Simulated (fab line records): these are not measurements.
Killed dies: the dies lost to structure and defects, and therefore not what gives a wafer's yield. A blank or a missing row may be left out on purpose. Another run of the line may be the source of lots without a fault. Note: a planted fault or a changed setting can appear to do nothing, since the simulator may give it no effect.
Split-lot experiment ; flow sfq_line ; on a route of 325 steps: 5 lots, 23 wafers read

## ON THE SPLIT
At SFQ_TRILAYER_I6_CMP_CMP_166 (polishes SiO2), the setting leave_above_ref_nm was moved away from the recipe's 200 nm on 10 of the 23 wafers read, by -6.1% to +6.3%. The other wafers ran this setting at the recipe's value.

## FROM THE SPLIT TO THE READING: what the file shows between them, 5 steps
- SFQ_TRILAYER_I6_METRO_MEASURE_167
- SFQ_TRILAYER_I6_VIA_LITHO_EXPOSE_170: exposes mask I6, target cd 700 nm (also split here: dose_mj)
- SFQ_TRILAYER_I6_VIA_LITHO_PEB_172: peb time 60 s
- SFQ_TRILAYER_I6_VIA_LITHO_DEVELOP_171: time 60 s
- SFQ_TRILAYER_I6_VIA_BARC_OPEN_VIA_ETCH_235: etches BARC in O2, target depth 125 nm, time 41.7 s

## THE READING
oes_product_au, in a.u., at SFQ_TRILAYER_I6_VIA_ETCH_VIA_ETCH_172 (etches SiO2 in CHF3, stops on Nb, target depth 260 nm). A value of 0.855 a.u. with a standard deviation of 0.0051 a.u. is what fault-free wafers of this fab line usually give.

wafer;tool, chamber at the split;leave_above_ref_nm as run, nm;against the recipe;oes_product_au, a.u.;against lot-mates on the recipe
L074.1;cmp-02, 2;212.6;+6.3%;0.885;+0.034
L074.2;cmp-02, 0;200;recipe;0.854;-
L074.4;cmp-02, 3;212.6;+6.3%;0.885;+0.034
L074.5;cmp-02, 0;212.6;+6.3%;0.890;+0.039
L074.6;cmp-02, 1;200;recipe;0.849;-
L075.1;cmp-02, 2;200;recipe;0.853;-
L075.2;cmp-02, 0,3;200;recipe;0.845;-
L075.3;cmp-02, 1;190.4;-4.8%;0.831;-0.018
L075.4;cmp-02, 3;190.4;-4.8%;0.833;-0.016
L075.5;cmp-02, 0,3;200;recipe;0.848;-
L076.2;cmp-02, 3;187.8;-6.1%;0.828;-0.023
L076.3;cmp-02, 2;187.8;-6.1%;0.823;-0.028
L076.4;cmp-02, 1;200;recipe;0.849;-
L076.5;cmp-02, 1;200;recipe;0.853;-
L076.6;cmp-02, 2;187.8;-6.1%;0.821;-0.030
L078.1;cmp-01, 1;200;recipe;0.857;-
L078.4;cmp-01, 2;200;recipe;0.853;-
L078.5;cmp-01, 2;200;recipe;0.857;-
L083.1;cmp-02, 0;200;recipe;0.855;-
L083.2;cmp-02, 1;205.3;+2.6%;0.876;+0.020
L083.3;cmp-02, 3;200;recipe;0.862;-
L083.4;cmp-02, 2;200;recipe;0.850;-
L083.5;cmp-02, 2;205.3;+2.6%;0.855;-0.001
Rows listing several chambers each stand for several wafers; the file does not say which wafer went through which chamber.

THE FIT
A straight line over all 23 wafers: oes_product_au changes by +0.00494 a.u. for each +1% of leave_above_ref_nm; r = +0.96; the points scatter about the line by 0.0051 a.u.
The same after taking each lot's own level away (the mean of its wafers on the recipe; 23 wafers): +0.00473 a.u. for each +1%; r = +0.96; scatter 0.0051 a.u.
The reading moves by 0.03 a.u. for the largest change in leave_above_ref_nm, on that fit.
The span of the lots' own levels, 0.8487 to 0.8557 a.u., comes to 1.4 times the standard deviation stated above.
The two slopes are in agreement: the lot-to-lot level therefore moves the slope only a little.
Check: for one of the wafers moved furthest among these (+6.3%), held out of the fit, the line's prediction against its lot-mates is +0.0305 a.u. Against them it came out at +0.0335 a.u.

## THESE WAFERS: OTHER SPLITS
Before the reading, these wafers also passed through other splits. Each is held against what the fit with the lots' levels taken away leaves over:
other split on the same wafers;wafers away from the commonest value;r with oes_product_au (lot level and that fit taken away)
SFQ_TRILAYER_A5B_DEP_PECVD_129 time_s;9;+0.04
SFQ_TRILAYER_R5_LITHO_COAT_141 resist_thk_nm;5;+0.15
SFQ_TRILAYER_R5_BARC_OPEN_METAL_ETCH_177 time_s;9;-0.17
SFQ_TRILAYER_R5_ETCH_METAL_ETCH_139 bias_w;11;+0.09
SFQ_TRILAYER_C5_BARC_OPEN_VIA_ETCH_210 time_s;10;+0.14
SFQ_TRILAYER_M6_LITHO_EXPOSE_160 dose_mj;11;+0.10
SFQ_TRILAYER_M6_ETCH_METAL_ETCH_162 icp_w;8;-0.05
SFQ_TRILAYER_I6_VIA_LITHO_EXPOSE_170 dose_mj;10;-0.03

## THE WHOLE CHAIN: every reading that the file lists as answering this split, in the file's order
step;what it does;reading;change (the file's fit);r (the file's)
SFQ_TRILAYER_I6_CMP_CMP_166;polishes SiO2;SiO2_of_TRILAYER_I6_DEP_PECVD_165.thk_nm (the simulator's own value, which no gauge read);+2.07 nm for each +1% of the setting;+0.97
SFQ_TRILAYER_I6_METRO_MEASURE_167;;thk_nm;+2.07 nm for each +1% of the setting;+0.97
SFQ_TRILAYER_I6_VIA_ETCH_VIA_ETCH_172;etches SiO2 in CHF3, stops on Nb, target depth 260 nm;oes_product_au;+0.00461 a.u. for each +1% of the setting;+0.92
SFQ_TRILAYER_I6_VIA_ETCH_VIA_ETCH_172;etches SiO2 in CHF3, stops on Nb, target depth 260 nm;etch.depth_nm (the simulator's own value, which no gauge read);+2.09 nm for each +1% of the setting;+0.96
SFQ_TRILAYER_I6_VIA_ETCH_VIA_ETCH_172;etches SiO2 in CHF3, stops on Nb, target depth 260 nm;I6.feature_depth_nm (the simulator's own value, which no gauge read);+2.07 nm for each +1% of the setting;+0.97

## THE FILE'S OWN FIT
oes_product_au changes by +0.00461 a.u. for each +1% of leave_above_ref_nm, r = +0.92.
